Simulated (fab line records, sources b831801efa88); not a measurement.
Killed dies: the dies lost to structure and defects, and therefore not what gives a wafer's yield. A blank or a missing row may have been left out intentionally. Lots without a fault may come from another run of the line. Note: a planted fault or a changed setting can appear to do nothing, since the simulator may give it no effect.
Which tool did it? + flow gf180mcu + 11 lots, 33 wafers sampled, at 2 steps of a route of 602

== WHAT THE GAUGES READ, wafer by wafer ==
GF_CONTACT_RS_MEAS_25: the measuring method here is four-point-probe.
| lot  | measured     | on            | CONTACT_W_RS (ohm/sq) |
|------|--------------|---------------|-----------------------|
| L258 | day 16 09:15 | film_metro-03 | 0.377 0.389 0.386     |
| L259 | day 16 21:45 | film_metro-03 | 0.383 0.381 0.385     |
| L260 | day 17 01:13 | film_metro-02 | 0.381 0.381 0.383     |
| L265 | day 19 05:13 | film_metro-02 | 0.385 0.382 0.387     |
| L268 | day 20 04:31 | film_metro-03 | 0.383 0.384 0.390     |
| L271 | day 21 04:12 | film_metro-02 | 0.393 0.387 0.384     |
| L274 | day 22 09:01 | film_metro-02 | 0.388 0.390 0.292     |
| L275 | day 22 12:15 | film_metro-03 | 0.390 0.390 0.291     |
| L277 | day 23 04:21 | film_metro-02 | 0.288 0.380 0.287     |
| L279 | day 23 19:14 | film_metro-01 | 0.378 0.385 0.381     |
| L280 | day 24 19:22 | film_metro-01 | 0.386 0.381 0.379     |

== WHAT TOOL EACH LOT RAN ON (gives the tool, then ch and the chambers of the sampled wafers, and finally the start) ==
| lot  | GF_CONTACT_CVD_24             |
|------|-------------------------------|
| L258 | cvd_w-01 ch 0,1, day 16 09:07 |
| L259 | cvd_w-02 ch 0,1, day 16 21:39 |
| L260 | cvd_w-01 ch 0, day 17 01:05   |
| L265 | cvd_w-02 ch 0, day 19 05:07   |
| L268 | cvd_w-02 ch 0,1, day 20 04:25 |
| L271 | cvd_w-02 ch 0,1, day 21 04:06 |
| L274 | cvd_w-02 ch 0,1, day 22 08:55 |
| L275 | cvd_w-02 ch 0,1, day 22 12:09 |
| L277 | cvd_w-02 ch 0,1, day 23 04:15 |
| L279 | cvd_w-01 ch 0,1, day 23 19:08 |
| L280 | cvd_w-01 ch 0,1, day 24 19:16 |
- GF_CONTACT_CVD_24: deposits W, target thk 300 nm, time 90.339 s.

== THE ANSWER, worked out from the rows above alone ==
Rule: usual is defined by the lots themselves. Put in order of their means at a reading, lots are off if they are a third of the lots or fewer, leave a main group of 4 or more, and stand apart from it by a gap of 3 or more times the standard deviation of the main group's means; of several such gaps the widest counts. If all means in a main group match to the digits the tables above print for the reading, that group is not used. A lot without any number at a reading at which 4 lots or more have one is off too. Where the step has rows for the other lots, those lots are counted as sound.
Off: L274, L275, L277, at GF_CONTACT_RS_MEAS_25 (CONTACT_W_RS). The main group: mean 0.384 ohm/sq, standard deviation 0.0021.
A tool fits if, at a process step before that reading, it ran every lot that is off, and no sound lot after the first of them. Gauges at GF_CONTACT_RS_MEAS_25: tried the same way as those tools. One candidate fits, namely cvd_w-02 at GF_CONTACT_CVD_24. A fault onset in the window from L271 (day 21 04:06, its last sound lot) to L274 (day 22 08:55, its first lot off) fits.

== WHAT THE SIMULATOR HAD PUT IN ==
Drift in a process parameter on cvd_w-02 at GF_CONTACT_CVD_24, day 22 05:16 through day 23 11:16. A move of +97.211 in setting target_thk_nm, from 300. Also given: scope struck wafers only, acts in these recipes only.
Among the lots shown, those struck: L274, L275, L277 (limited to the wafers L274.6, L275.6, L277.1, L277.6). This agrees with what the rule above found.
